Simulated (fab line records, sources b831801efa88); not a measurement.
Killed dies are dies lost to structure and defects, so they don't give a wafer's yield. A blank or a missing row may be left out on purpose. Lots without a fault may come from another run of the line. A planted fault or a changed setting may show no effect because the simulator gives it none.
Which tool did it? | flow sfq_line | 7 lots, 21 wafers sampled, at 3 steps of a route of 325

WHAT THE GAUGES READ, wafer by wafer
SFQ_M1_RS_MEAS_909: measures by four-point-probe.
lot  | measured     | on            | M1_NB_RS (ohm/sq)
L343 | day 18 11:47 | film_metro-03 | 0.879 0.885 0.870
L346 | day 20 03:19 | film_metro-01 | 0.873 0.874 0.882
L348 | day 20 15:49 | film_metro-03 | 0.891 0.892 0.892
L350 | day 21 00:21 | film_metro-04 | 0.886 0.898 0.898
L352 | day 21 02:35 | film_metro-04 | 0.886 0.900 0.901
L360 | day 21 12:21 | film_metro-04 | 0.902 0.881 0.892
L362 | day 21 14:45 | film_metro-03 | 0.877 0.880 0.727

WHICH TOOL RAN EACH LOT (tool, then ch and the chambers of the sampled wafers, then the start)
lot  | SFQ_TRILAYER_I0_VIA_STRIP_STRIP_035 | SFQ_TRILAYER_M1_DEP_SPUTTER_037
L343 | rie_metal-04 ch 0,1, day 18 10:53   | pvd_sputter-03, day 18 11:42
L346 | rie_metal-04 ch 0,1, day 20 02:25   | pvd_sputter-05, day 20 03:13
L348 | rie_metal-02 ch 0,1, day 20 15:04   | pvd_sputter-05, day 20 15:41
L350 | rie_metal-01 ch 0,1, day 20 23:16   | pvd_sputter-05, day 21 00:14
L352 | rie_metal-02 ch 0,1, day 21 01:52   | pvd_sputter-05, day 21 02:28
L360 | rie_metal-01 ch 0,1, day 21 11:16   | pvd_sputter-05, day 21 12:14
L362 | rie_metal-01 ch 0,1, day 21 13:40   | pvd_sputter-03, day 21 14:38
- SFQ_TRILAYER_I0_VIA_STRIP_STRIP_035: strips in O2.
- SFQ_TRILAYER_M1_DEP_SPUTTER_037: material Nb, target thk 200 nm, time 133.3 s.

THE ANSWER, worked out from the rows above alone
Rule: what is usual is taken from the lots themselves. Put in order of their means at a reading, lots are off if they are a third of the lots or fewer, leave a main group of 4 or more, and stand apart from it by a gap of 3 or more times the standard deviation of the main group's means; of several such gaps the widest counts. A main group whose means are all the same, to the digits that the tables above print for the reading, isn't used. A lot without any number at a reading at which 4 lots or more have one is off too. The other lots that the step has rows for count as sound.
Off: L362, at SFQ_M1_RS_MEAS_909 (M1_NB_RS). The main group: mean 0.888 ohm/sq, standard deviation 0.0077.
A tool fits if, at a process step before that reading, it ran every lot that is off, and no sound lot after the first of them. The gauges at SFQ_M1_RS_MEAS_909 are tried like those tools. Can't be told from this: 3 tools fit, rie_metal-01 at SFQ_TRILAYER_I0_VIA_STRIP_STRIP_035, pvd_sputter-03 at SFQ_TRILAYER_M1_DEP_SPUTTER_037, film_metro-03 at SFQ_M1_RS_MEAS_909.

WHAT THE SIMULATOR HAD PUT IN
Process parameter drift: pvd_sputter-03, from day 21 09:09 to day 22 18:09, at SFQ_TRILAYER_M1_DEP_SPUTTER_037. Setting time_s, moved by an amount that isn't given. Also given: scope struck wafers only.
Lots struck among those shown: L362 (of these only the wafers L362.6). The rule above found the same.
